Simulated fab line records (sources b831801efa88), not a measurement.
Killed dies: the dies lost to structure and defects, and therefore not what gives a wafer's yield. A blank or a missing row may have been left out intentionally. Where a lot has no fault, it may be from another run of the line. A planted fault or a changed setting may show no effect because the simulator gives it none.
Which of the tools did it? -- flow sky130 -- 13 lots with 39 wafers sampled at 2 steps, on a route of 708 steps

== WHAT THE GAUGES READ, wafer by wafer ==
SKY_VT_ADJUST_HVTR_CD_MEAS_07 targets a cd of 380 nm.
lot,measured,on,cdNm (nm)
L606,day 9 09:29,cdSem-02,379.5 378.2 379.8
L610,day 10 09:47,cdSem-02,379.1 377.8 376.1
L611,day 10 17:43,cdSem-02,382.3 383.8 382.2
L612,day 11 02:31,cdSem-02,380.6 380.2 380.0
L613,day 11 12:33,cdSem-01,381.2 383.6 381.7
L614,day 12 13:03,cdSem-01,377.4 379.0 379.3
L616,day 12 16:04,cdSem-01,384.5 383.0 381.4
L615,day 12 17:00,cdSem-02,384.1 381.1 381.6
L618,day 13 05:20,cdSem-01,380.6 380.0 381.2
L626,day 15 11:21,cdSem-02,379.6 377.3 379.4
L627,day 15 20:07,cdSem-02,377.1 376.8 376.8
L628,day 16 03:07,cdSem-01,377.2 375.5 377.7
L629,day 16 13:11,cdSem-02,379.8 381.5 379.3

SKY_SONOS_ONO_OVL_MEAS_14.
lot,measured,on,SONOS_ONO_OVL (nm)
L606,day 12 11:56,overlay-01,0.5 2.3 1.1
L610,day 13 15:37,overlay-02,1.3 1.0 2.8
L611,day 14 01:50,overlay-02,3.1 1.5 1.6
L612,day 14 10:35,overlay-02,3.5 2.9 1.1
L613,day 14 21:32,overlay-02,-0.4 0.2 -1.7
L614,day 16 00:49,overlay-02,-1.8 -0.3 2.9
L616,day 16 05:56,overlay-01,-0.1 -0.2 1.2
L615,day 16 05:50,overlay-02,2.7 2.7 1.2
L618,day 16 22:23,overlay-02,1.8 -1.8 -1.3
L626,day 19 07:35,overlay-02,0.0 2.6 1.2
L627,day 19 16:11,overlay-02,0.3 1.3 1.7
L628,day 20 01:37,overlay-02,1.7 1.7 1.2
L629,day 20 12:57,overlay-01,1.4 4.3 1.0

== EACH LOT AND THE TOOL THAT RAN IT (in order: tool; ch and the chambers of the sampled wafers; start) ==
No process step before these readings appears in the record.

== AS READ BY THE TOOLS THEMSELVES (means over the sampled wafers that have a number; for cases with no such wafer, the mark the record gives instead) ==
The record holds no such reading with a usual standard deviation.

== THE ANSWER, worked out from the rows above alone ==
Rule: usual is defined by the lots themselves. Put in order of their means at a reading, lots are off if they are a third of the lots or fewer, leave a main group of 4 or more, and stand apart from it by a gap of 3 or more times the standard deviation of the main group's means; of several such gaps the widest counts. If all means in a main group match to the digits the tables above print for the reading, that group is not used. A lot without any number at a reading at which 4 lots or more have one is off too. All remaining lots with rows at the step are treated as sound. After the gauges, taken in route order, come the tools' own readings; for these a lot's mean is taken, as printed above. The first step at which some lot is off is used, and at that step the reading that is off furthest; a lot without a number counts as furthest.
No lot is off on any of the readings shown, so nothing can be concluded from this.

== WHAT THE SIMULATOR HAD PUT IN ==
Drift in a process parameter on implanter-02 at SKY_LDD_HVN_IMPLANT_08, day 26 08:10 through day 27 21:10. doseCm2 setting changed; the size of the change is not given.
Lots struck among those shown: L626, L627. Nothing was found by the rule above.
